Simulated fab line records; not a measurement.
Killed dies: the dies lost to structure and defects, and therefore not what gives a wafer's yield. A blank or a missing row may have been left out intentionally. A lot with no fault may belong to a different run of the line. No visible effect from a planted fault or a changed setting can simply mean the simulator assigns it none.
Shared-tool check || flow gf180mcu || Sampled: 13 lots, 39 wafers

== REASON FOR OPENING ==
2 of 13 lots carry a flag on the reading MVSD_RS at GF_VT_IMPLANT_RS_MEAS_46. No-fault wafers: 456.7 ohm/sq, standard deviation 1.1.
Rule: a lot is flagged when every wafer of it that has a number lies more than 4 standard deviations from that mean, or none has a number. The rest of the lots are taken to be sound.

{"lot": "L815", "measured": "day 7 11:51", "on": "filmMetro-04", "MVSD_RS (ohm/sq), wafer by wafer": "458.9 457.7 458.8", "flag": ""}
{"lot": "L817", "measured": "day 8 03:45", "on": "filmMetro-02", "MVSD_RS (ohm/sq), wafer by wafer": "455.6 456.4 457.8", "flag": ""}
{"lot": "L818", "measured": "day 8 07:00", "on": "filmMetro-02", "MVSD_RS (ohm/sq), wafer by wafer": "455.9 456.7 457.2", "flag": ""}
{"lot": "L819", "measured": "day 8 14:35", "on": "filmMetro-01", "MVSD_RS (ohm/sq), wafer by wafer": "456.2 455.9 457.0", "flag": ""}
{"lot": "L820", "measured": "day 8 20:21", "on": "filmMetro-01", "MVSD_RS (ohm/sq), wafer by wafer": "458.3 456.5 456.8", "flag": ""}
{"lot": "L824", "measured": "day 10 01:12", "on": "filmMetro-01", "MVSD_RS (ohm/sq), wafer by wafer": "454.7 454.6 454.3", "flag": ""}
{"lot": "L825", "measured": "day 10 09:17", "on": "filmMetro-01", "MVSD_RS (ohm/sq), wafer by wafer": "440.8 441.0 442.7", "flag": "FLAGGED"}
{"lot": "L827", "measured": "day 11 00:37", "on": "filmMetro-01", "MVSD_RS (ohm/sq), wafer by wafer": "440.4 442.5 441.0", "flag": "FLAGGED"}
{"lot": "L828", "measured": "day 11 08:02", "on": "filmMetro-02", "MVSD_RS (ohm/sq), wafer by wafer": "458.2 457.6 459.1", "flag": ""}
{"lot": "L829", "measured": "day 11 14:16", "on": "filmMetro-04", "MVSD_RS (ohm/sq), wafer by wafer": "458.7 459.2 459.2", "flag": ""}
{"lot": "L830", "measured": "day 11 21:24", "on": "filmMetro-02", "MVSD_RS (ohm/sq), wafer by wafer": "457.4 457.0 456.7", "flag": ""}
{"lot": "L836", "measured": "day 13 08:57", "on": "filmMetro-02", "MVSD_RS (ohm/sq), wafer by wafer": "456.5 456.5 457.0", "flag": ""}
{"lot": "L837", "measured": "day 13 21:02", "on": "filmMetro-01", "MVSD_RS (ohm/sq), wafer by wafer": "457.7 456.8 456.9", "flag": ""}
The numbers of the flagged lots are 441.4 ohm/sq on average: -15.3 ohm/sq against the usual, or -14 standard deviations.

== WHICH TOOL RAN EACH LOT ==
The record holds 1 process step before the reading, out of a route of 602 steps. Read each cell as the tool, then ch plus the chambers that the sampled wafers visited, then the start.
{"lot": "L815", "flag": "", "GF_MVSD_IMPLANT_08": "implanter-04 ch 0, day 4 09:53"}
{"lot": "L817", "flag": "", "GF_MVSD_IMPLANT_08": "implanter-01 ch 0, day 4 22:49"}
{"lot": "L818", "flag": "", "GF_MVSD_IMPLANT_08": "implanter-01 ch 0, day 5 02:44"}
{"lot": "L819", "flag": "", "GF_MVSD_IMPLANT_08": "implanter-04 ch 0, day 5 09:08"}
{"lot": "L820", "flag": "", "GF_MVSD_IMPLANT_08": "implanter-04 ch 0, day 5 14:02"}
{"lot": "L824", "flag": "", "GF_MVSD_IMPLANT_08": "implanter-04 ch 0, day 6 12:47"}
{"lot": "L825", "flag": "FLAGGED", "GF_MVSD_IMPLANT_08": "implanter-04 ch 0, day 6 20:05"}
{"lot": "L827", "flag": "FLAGGED", "GF_MVSD_IMPLANT_08": "implanter-04 ch 0, day 7 09:35"}
{"lot": "L828", "flag": "", "GF_MVSD_IMPLANT_08": "implanter-01 ch 0, day 7 16:37"}
{"lot": "L829", "flag": "", "GF_MVSD_IMPLANT_08": "implanter-02 ch 0, day 7 20:52"}
{"lot": "L830", "flag": "", "GF_MVSD_IMPLANT_08": "implanter-02 ch 0, day 8 03:38"}
{"lot": "L836", "flag": "", "GF_MVSD_IMPLANT_08": "implanter-02 ch 0, day 9 10:52"}
{"lot": "L837", "flag": "", "GF_MVSD_IMPLANT_08": "implanter-02 ch 0, day 9 21:26"}
What these steps do:
- GF_MVSD_IMPLANT_08
- GF_VT_IMPLANT_RS_MEAS_46: measures by four-point-probe.

== FLAGGED OVER TOTAL, TOOL BY TOOL (the gauges that took the reading come last) ==
{"step": "GF_MVSD_IMPLANT_08", "tool": "implanter-01", "lots run": 3, "flagged": 0, "share of the flagged lots": "none", "sound lots run after its first flagged lot": "-"}
{"step": "GF_MVSD_IMPLANT_08", "tool": "implanter-02", "lots run": 4, "flagged": 0, "share of the flagged lots": "none", "sound lots run after its first flagged lot": "-"}
{"step": "GF_MVSD_IMPLANT_08", "tool": "implanter-04", "lots run": 6, "flagged": 2, "share of the flagged lots": "all", "sound lots run after its first flagged lot": 0}
{"step": "GF_VT_IMPLANT_RS_MEAS_46", "tool": "filmMetro-01", "lots run": 6, "flagged": 2, "share of the flagged lots": "all", "sound lots run after its first flagged lot": "1 (L837)"}
{"step": "GF_VT_IMPLANT_RS_MEAS_46", "tool": "filmMetro-02", "lots run": 5, "flagged": 0, "share of the flagged lots": "none", "sound lots run after its first flagged lot": "-"}
{"step": "GF_VT_IMPLANT_RS_MEAS_46", "tool": "filmMetro-04", "lots run": 2, "flagged": 0, "share of the flagged lots": "none", "sound lots run after its first flagged lot": "-"}

== WHAT IS ALLOWED BY THE TABLE ==
Table rows that saw every flagged lot: 2, namely implanter-04 at GF_MVSD_IMPLANT_08 and filmMetro-01 at GF_VT_IMPLANT_RS_MEAS_46.
- implanter-04 at GF_MVSD_IMPLANT_08: 2 of its 6 lots flagged. It ran its last sound lot, L824, at day 6 12:47 and its first flagged lot, L825, at day 6 20:05: a fault with its onset between the two fits. Its own readings lie more than 4 standard deviations out on every wafer of the flagged lots: beamEnergyKeV.
- filmMetro-01 at GF_VT_IMPLANT_RS_MEAS_46: 2 of its 6 lots flagged. Lots that were sound ran on it after the first flagged one (L837); a persistent fault on the entire tool would not allow that.
One tool is left: implanter-04 at GF_MVSD_IMPLANT_08.

== WHAT THE SIMULATOR HAD INSERTED ==
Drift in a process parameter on implanter-04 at GF_MVSD_IMPLANT_08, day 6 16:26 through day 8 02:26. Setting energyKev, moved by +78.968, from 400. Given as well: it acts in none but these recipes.
Struck lots among those shown: L825, L827. The same result came from the rule above.
